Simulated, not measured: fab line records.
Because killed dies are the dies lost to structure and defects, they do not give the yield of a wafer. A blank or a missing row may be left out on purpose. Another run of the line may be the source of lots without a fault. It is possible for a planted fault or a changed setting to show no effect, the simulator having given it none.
A lot that was struck, set against a sound lot | flow sfq-line | 14 steps out of a route of 325
Sound: these wafers, L683.1, L683.2, L683.6. Struck: wafer L694.1 (left out: L694.3, L694.6 of the same lot, which were not struck); the cause appears at the end.
For every step that has rows: the tool of each side, followed by ch and its chambers, followed by its first start. Under that, the readings that differ: sound wafers | struck wafers | difference of the means | sigmas: that difference in standard deviations of wafers without a fault.
alike: words and numbers the same on both sides, and readings whose means are apart by under 2 such deviations; not compared: readings that were withheld, readings missing a value for some wafer, numbers with overlapping values and no deviation given by the record, and bounds like >300 which may hide the same value.
The two part at a step that has a row with sigmas, a row that says differs or no value, or rows on one side only. Numbers that have no deviation but don't overlap get no sigmas and don't part them. A reading missing from all wafers of one side parts the sides only when that side holds two or more wafers.

first, 6 steps without rows for these wafers: SFQ_TRILAYER_M0_LITHO_COAT_026 (resist thk 62 nm); SFQ_TRILAYER_M0_LITHO_COAT_021 (resist thk 600 nm); SFQ_TRILAYER_M0_LITHO_SOFTBAKE_025; SFQ_TRILAYER_M0_LITHO_EXPOSE_022 (exposes mask M0, target cd 500 nm); SFQ_TRILAYER_M0_LITHO_PEB_024 (peb time 60 s); SFQ_TRILAYER_M0_LITHO_DEVELOP_023 (time 60 s).
SFQ_M0_OVL_MEAS_906:
  sound on overlay-02 at day 9 04:04; struck on overlay-02 at day 12 10:02
  reading     | sound      | struck | difference | sigmas
  M0_OVL (nm) | -9 -10 -12 | 2      | +12        | +3
SFQ_TRILAYER_M0_BARC_OPEN_METAL_ETCH_031: etches BARC in O2, target depth 125 nm, time 41.7 s.
  sound on rie-metal-03 ch 0,1, day 9 04:06; struck on rie-metal-01 ch 1, day 12 10:04
  reading               | sound             | struck | difference | sigmas
  oes-product-au (a.u.) | 0.688 0.680 0.690 | 0.671  | -0.015     | -3
  alike: chamber-pressure-mTorr, drypump-motor-current-A
  not compared: rf-hours-counter-h
SFQ_TRILAYER_M0_ETCH_METAL_ETCH_024: etches Nb in Cl2/Ar, stops on SiO2, target depth 240 nm, time 120 s.
  sound on rie-metal-03 ch 0,1, day 9 04:10; struck on rie-metal-01 ch 1, day 12 10:07
  alike: chamber-pressure-mTorr, drypump-motor-current-A, oes-product-au
  not compared: rf-hours-counter-h
SFQ_TRILAYER_M0_STRIP_STRIP_025: strips in O2.
  sound on rie-metal-03 ch 0,1, day 9 04:17; struck on rie-metal-01 ch 1, day 12 10:15
  alike: chamber-pressure-mTorr, drypump-motor-current-A, oes-product-au
  not compared: rf-hours-counter-h
then, 1 step without rows for these wafers: SFQ_TRILAYER_M0_STRIP_SOLV_CLEAN_026 (cleans in NMP, time 600 s).
SFQ_TRILAYER_I0_DEP_PECVD_027: deposits SiO2 from SiH4/N2O, time 111.11 s, target thk 500 nm.
  sound on pecvd-01 ch 0,1, day 9 05:04; struck on pecvd-04 ch 0, day 12 11:01
  alike: heater-power-w, throttle-valve-pct
SFQ_TRILAYER_I0_CMP_CMP_028: polishes SiO2.
  sound on cmp-01 ch 1,2, day 9 05:38; struck on cmp-01 ch 1, day 12 16:41
  reading                | sound       | struck | difference | sigmas
  time-to-endpoint-s (s) | 212 216 217 | 109    | -106       | -16
  alike: motor-current-A, retaining-ring-pressure-frac
SFQ_I0_BOW_MEAS_907:
  sound on film-metro-04 at day 9 08:08; struck on film-metro-02 at day 12 18:41
  alike: I0_BOW

WHERE THEY PART
At SFQ_M0_OVL_MEAS_906 first; at SFQ_TRILAYER_I0_CMP_CMP_028 last (within this record only). Later steps at which nothing parts them and some readings are alike: SFQ_I0_BOW_MEAS_907.

WHY: the cause the simulator had injected
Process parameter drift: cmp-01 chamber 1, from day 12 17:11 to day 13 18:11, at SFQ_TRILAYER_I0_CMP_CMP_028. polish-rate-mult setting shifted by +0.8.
